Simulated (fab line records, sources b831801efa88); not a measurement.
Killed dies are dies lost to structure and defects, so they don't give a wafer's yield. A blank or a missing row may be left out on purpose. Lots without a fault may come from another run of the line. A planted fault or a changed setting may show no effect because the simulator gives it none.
A struck lot beside a sound one | flow sky130 | 16 steps out of a route of 708
Sound: wafers L238.4, L238.5, L238.6. Struck: wafers L253.2, L253.5, L253.6. The cause comes at the end.
At each step with rows: each side's tool, then ch and its chambers, then its first start. Under that, the readings that differ: sound wafers | struck wafers | difference of the means | sigmas: that difference in standard deviations of wafers without a fault.
alike: readings whose means differ by less than 2 such deviations, and words and numbers that are the same on both sides. not compared: withheld readings, readings that some wafer has no value for, bounds like >300 that may hide the same value, and numbers for which the record gives no deviation and whose values overlap.
The two part at a step that has a row with sigmas, a row that says differs or no value, or rows on one side only. Numbers that don't overlap but have no deviation are shown without sigmas and don't part them. A reading that every wafer of one side lacks parts them only if that side has two wafers or more.

SKY_VIA2_BOW_MEAS_03:
  sound on film_metro-02, day 37 01:01; struck on film_metro-01, day 42 12:52
  alike: VIA2_BOW
then, 8 steps without rows for these wafers: SKY_VIA2_DEHYDRATE_04 (time 60 s); SKY_VIA2_HMDS_05 (prime time 60 s); SKY_VIA2_COAT_06 (resist thk 60 nm); SKY_VIA2_COAT_07 (resist thk 450 nm); SKY_VIA2_SOFTBAKE_08 (time 90 s); SKY_VIA2_EXPOSE_09 (exposes mask VIM2, target cd 200 nm); SKY_VIA2_PEB_10; SKY_VIA2_DEVELOP_11 (develop time 60 s).
SKY_VIA2_CD_MEAS_12: target cd 200 nm.
  sound on cd_sem-02, day 38 02:26; struck on cd_sem-01, day 43 12:27
  alike: cd_nm
SKY_VIA2_OVL_MEAS_13:
  sound on overlay-02, day 38 02:31; struck on overlay-01, day 43 12:33
  alike: VIA2_OVL
SKY_VIA2_ETCH_14: etches BARC in N2/H2, stops on SiO2, time 45.9 s, target depth 60 nm.
  sound on rie_diel-02 ch 0,1,2, day 38 02:32; struck on rie_diel-03 ch 1,2,3, day 43 12:35
  reading               | sound             | struck            | difference | sigmas
  oes_product_au (a.u.) | 0.850 0.859 0.853 | 0.863 0.863 0.866 | +0.010     | +2
  alike: chamber_pressure_mTorr, drypump_motor_current_A, rf_fwd_power_W, throttle_valve_pct
  not compared: rf_hours_counter_h
SKY_VIA2_ETCH_15: etches SiO2 in C4F8/O2/Ar, stops on TiN, target depth 546 nm, time 84 s.
  sound on rie_diel-02 ch 0,1,2, day 38 02:34; struck on rie_diel-03 ch 1,2,3, day 43 12:37
  reading                                     | sound             | struck            | difference | sigmas
  rf_fwd_power_W (W)                          | 1494 1485 1489    | 1249 1253 1248    | -239       | -48
  model.KrF-thick_of_VIA2_COAT_07.thk_nm (nm) | 284.8 285.9 285.6 | 291.6 288.4 289.4 | +4.4       |
  alike: chamber_pressure_mTorr, oes_product_au
  not compared: rf_hours_counter_h
SKY_VIA2_STRIP_16: strips in O2/N2.
  sound on plasma_asher-04 ch 0,1, day 38 02:40; struck on plasma_asher-04 ch 0,1, day 43 12:41
  reading                      | sound             | struck            | difference | sigmas
  strip_time_to_endpoint_s (s) | 4.063 4.069 4.061 | 4.130 4.103 4.134 | +0.058     | +3
  alike: chamber_pressure_mTorr, drypump_motor_current_A, oes_product_au
  not compared: rf_hours_counter_h
then, 1 step without rows for these wafers: SKY_VIA2_STRIP_17 (strips in post etch residue remover, time 1200 s).
-- the record jumps here: 8 days lie between the struck wafers' starts before and after (it left off in module VIA2 and takes up again in module PAD_OPEN, whose first step shown is number 708 of the route) --
SKY_PAD_OPEN_PROBE_99:
  sound on prober-01, day 47 14:58; struck on prober-02, day 51 13:13
  reading             | sound    | struck | difference | sigmas
  killed_at_front_end | 27 17 22 | 11 8 7 | -13        | -3
  alike: defect_limited_yield, killed_at_M0_to_M3, killed_at_M4_up, killed_at_contacts, killed_at_other, killed_dies, killed_open, killed_short, sort_bin_3_pad_short, sort_bin_5_function, sort_bin_6_memory, sort_n_pass, sort_yield_pct

WHERE THEY PART
First at SKY_VIA2_ETCH_14; last, within this record, at SKY_PAD_OPEN_PROBE_99.

WHY: what the simulator had put in
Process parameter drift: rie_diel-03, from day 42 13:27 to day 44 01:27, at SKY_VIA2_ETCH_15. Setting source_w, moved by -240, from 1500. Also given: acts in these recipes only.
